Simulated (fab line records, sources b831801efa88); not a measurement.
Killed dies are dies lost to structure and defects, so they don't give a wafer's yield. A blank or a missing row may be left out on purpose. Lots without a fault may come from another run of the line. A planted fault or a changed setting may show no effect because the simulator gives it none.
Which tool did it? | flow sky130 | 13 lots, 39 wafers sampled, at 5 steps of a route of 708

WHAT THE GAUGES READ, wafer by wafer
SKY_LI_CONTACT_RS_MEAS_22: measures by four-point-probe. Usual: LI_CONTACT_W_RS 0.284 ohm/sq, standard deviation 0.003.
lot  | measured     | on            | LI_CONTACT_W_RS (ohm/sq) | flag
L918 | day 29 06:34 | film_metro-02 | 0.283 0.288 0.278        |
L921 | day 29 18:05 | film_metro-04 | 0.284 0.283 0.286        |
L919 | day 29 18:40 | film_metro-03 | 0.287 0.282 0.289        |
L920 | day 29 23:10 | film_metro-02 | 0.280 0.278 0.282        |
L922 | day 30 04:22 | film_metro-03 | 0.287 0.283 0.282        |
L923 | day 30 07:37 | film_metro-02 | 0.281 0.283 0.279        |
L932 | day 33 17:20 | film_metro-02 | 0.287 0.284 0.286        |
L933 | day 33 23:07 | film_metro-03 | 0.286 0.286 0.285        |
L934 | day 34 11:05 | film_metro-03 | 0.287 0.283 0.283        |
L936 | day 34 16:23 | film_metro-04 | 0.287 0.282 0.284        |
L937 | day 35 02:13 | film_metro-03 | 0.281 0.287 0.283        |
L938 | day 35 19:07 | film_metro-03 | 0.278 0.286 0.278        |
L939 | day 35 20:04 | film_metro-03 | 0.278 0.287 0.282        |

SKY_CONTACT_THK_MEAS_01. Usual: CONTACT_CVD_00_THK 74.6 nm, standard deviation 1.2.
lot  | measured     | on            | CONTACT_CVD_00_THK (nm)             | flag
L918 | day 30 09:43 | film_metro-02 | 75.1 75.3 77.0                      |
L921 | day 30 21:38 | film_metro-01 | 75.3 75.5 74.9                      |
L919 | day 30 22:31 | film_metro-04 | 75.8 75.8 74.7                      |
L920 | day 31 03:04 | film_metro-01 | 144.5 149.4 149.4 144.5 149.3 149.6 | OFF
L922 | day 31 07:51 | film_metro-01 | 149.2 149.2 152.0 149.0 149.2 151.9 | OFF
L923 | day 31 11:01 | film_metro-01 | 148.1 151.2 149.3 148.0 151.1 149.4 | OFF
L932 | day 34 21:47 | film_metro-01 | 73.6 74.6 74.9                      |
L933 | day 35 03:21 | film_metro-04 | 73.7 73.4 73.1                      |
L934 | day 35 15:21 | film_metro-01 | 73.8 73.7 75.3                      |
L936 | day 35 20:37 | film_metro-04 | 71.6 75.2 74.0                      |
L937 | day 36 06:39 | film_metro-01 | 73.1 73.7 73.0                      |
L938 | day 36 23:38 | film_metro-04 | 74.2 75.2 76.5                      |
L939 | day 37 01:08 | film_metro-02 | 73.4 74.3 75.8                      |

WHICH TOOL RAN EACH LOT (tool, then ch and the chambers of the sampled wafers, then the start)
lot  | SKY_LI_CONTACT_STRIP_16              | SKY_LOCAL_INTERCONNECT_SPUTTER_00 | SKY_CONTACT_CVD_00
L918 | plasma_asher-03 ch 0,1, day 29 05:59 | pvd_sputter-02, day 29 07:01      | pecvd-01 ch 1,2, day 30 09:40
L921 | plasma_asher-04 ch 0,1, day 29 17:32 | pvd_sputter-02, day 29 18:34      | pecvd-03 ch 0,2, day 30 21:36
L919 | plasma_asher-01 ch 0,1, day 29 18:07 | pvd_sputter-02, day 29 19:09      | pecvd-01 ch 1,2, day 30 22:28
L920 | plasma_asher-04 ch 0,1, day 29 22:35 | pvd_sputter-04, day 29 23:38      | pecvd-03 ch 0,1, day 31 02:50
L922 | plasma_asher-01 ch 0,1, day 30 03:47 | pvd_sputter-03, day 30 04:49      | pecvd-04 ch 0,1,2, day 31 07:00
L923 | plasma_asher-04 ch 0,1, day 30 07:03 | pvd_sputter-03, day 30 08:05      | pecvd-01 ch 0,1,2, day 31 10:00
L932 | plasma_asher-01 ch 0,1, day 33 16:47 | pvd_sputter-03, day 33 17:58      | pecvd-04 ch 1,2, day 34 21:46
L933 | plasma_asher-03 ch 0,1, day 33 22:30 | pvd_sputter-02, day 33 23:44      | pecvd-01 ch 0,1,2, day 35 03:18
L934 | plasma_asher-04 ch 0,1, day 34 10:32 | pvd_sputter-04, day 34 11:34      | pecvd-04 ch 0,2, day 35 15:18
L936 | plasma_asher-04 ch 0,1, day 34 15:50 | pvd_sputter-02, day 34 16:52      | pecvd-01 ch 0,1,2, day 35 20:32
L937 | plasma_asher-04 ch 1, day 35 01:38   | pvd_sputter-04, day 35 02:42      | pecvd-01 ch 0,1,2, day 36 06:37
L938 | plasma_asher-04 ch 0,1, day 35 18:32 | pvd_sputter-02, day 35 19:35      | pecvd-04 ch 1,2, day 36 23:36
L939 | plasma_asher-03 ch 0,1, day 35 19:31 | pvd_sputter-02, day 35 20:31      | pecvd-03 ch 0,1, day 37 01:05
- SKY_LI_CONTACT_STRIP_16: strips in O2/N2.
- SKY_LOCAL_INTERCONNECT_SPUTTER_00: material TiN, target thk 100 nm, time 83.3 s.
- SKY_CONTACT_CVD_00: deposits Si3N4, target thk 75 nm.

WHAT THE TOOLS THEMSELVES READ (means of the sampled wafers that have a number; where no wafer has one, the mark that the record gives instead)
SKY_LI_CONTACT_STRIP_16. Usual: drypump_motor_current_A 5.7 A, standard deviation 0.46; oes_product_au 0.375 a.u., standard deviation 0.0055; strip_time_to_endpoint_s 3.49 s, standard deviation 0.037.
lot  | tool            | drypump_motor_current_A (A) | oes_product_au (a.u.) | strip_time_to_endpoint_s (s) | flag
L918 | plasma_asher-03 | 5.5                         | 0.379                 | 3.50                         |
L921 | plasma_asher-04 | 5.9                         | 0.374                 | 3.51                         |
L919 | plasma_asher-01 | 5.3                         | 0.378                 | 3.51                         |
L920 | plasma_asher-04 | 5.9                         | 0.377                 | 3.48                         |
L922 | plasma_asher-01 | 5.3                         | 0.373                 | 3.49                         |
L923 | plasma_asher-04 | 5.9                         | 0.377                 | 3.51                         |
L932 | plasma_asher-01 | 5.8                         | 0.373                 | 3.51                         |
L933 | plasma_asher-03 | 5.5                         | 0.371                 | 3.45                         |
L934 | plasma_asher-04 | 5.9                         | 0.373                 | 3.48                         |
L936 | plasma_asher-04 | 5.9                         | 0.372                 | 3.46                         |
L937 | plasma_asher-04 | 6.0                         | 0.368                 | 3.46                         |
L938 | plasma_asher-04 | 5.9                         | 0.378                 | 3.52                         |
L939 | plasma_asher-03 | 5.5                         | 0.376                 | 3.49                         |

SKY_LOCAL_INTERCONNECT_SPUTTER_00. Usual: throttle_valve_pct 29.9 %, standard deviation 1.
lot  | tool           | throttle_valve_pct (%) | flag
L918 | pvd_sputter-02 | 30.6                   |
L921 | pvd_sputter-02 | 30.7                   |
L919 | pvd_sputter-02 | 30.8                   |
L920 | pvd_sputter-04 | 29.2                   |
L922 | pvd_sputter-03 | 28.8                   |
L923 | pvd_sputter-03 | 28.6                   |
L932 | pvd_sputter-03 | 28.7                   |
L933 | pvd_sputter-02 | 31.4                   |
L934 | pvd_sputter-04 | 29.5                   |
L936 | pvd_sputter-02 | 30.3                   |
L937 | pvd_sputter-04 | 29.0                   |
L938 | pvd_sputter-02 | 30.7                   |
L939 | pvd_sputter-02 | 30.9                   |

SKY_CONTACT_CVD_00. Usual: heater_power_w 697 W, standard deviation 130.
lot  | tool     | heater_power_w (W) | flag
L918 | pecvd-01 | 571                |
L921 | pecvd-03 | 820                |
L919 | pecvd-01 | 553                |
L920 | pecvd-03 | 815                |
L922 | pecvd-04 | 780                |
L923 | pecvd-01 | 668                |
L932 | pecvd-04 | 687                |
L933 | pecvd-01 | 659                |
L934 | pecvd-04 | 760                |
L936 | pecvd-01 | 681                |
L937 | pecvd-01 | 589                |
L938 | pecvd-04 | 705                |
L939 | pecvd-03 | 838                |

THE ANSWER, worked out from the rows above alone
Rule: a lot is off if the mean of its wafers that have a number lies more than 3 standard deviations from the usual mean. A lot without any number at a reading at which 4 lots or more have one is off too. The other lots that the step has rows for count as sound. The gauges are gone through in route order, then the tools' own readings, and for those a lot's mean is taken as printed above. The first step at which some lot is off is used, and at that step the reading that is off furthest; a lot without a number counts as furthest.
Off: L920, L922, L923, at SKY_CONTACT_THK_MEAS_01 (CONTACT_CVD_00_THK).
A tool fits if, at a process step before that reading, it ran every lot that is off, and no sound lot after the first of them. The gauges at SKY_CONTACT_THK_MEAS_01 are tried like those tools. None of those tried fits.

WHAT THE SIMULATOR HAD PUT IN
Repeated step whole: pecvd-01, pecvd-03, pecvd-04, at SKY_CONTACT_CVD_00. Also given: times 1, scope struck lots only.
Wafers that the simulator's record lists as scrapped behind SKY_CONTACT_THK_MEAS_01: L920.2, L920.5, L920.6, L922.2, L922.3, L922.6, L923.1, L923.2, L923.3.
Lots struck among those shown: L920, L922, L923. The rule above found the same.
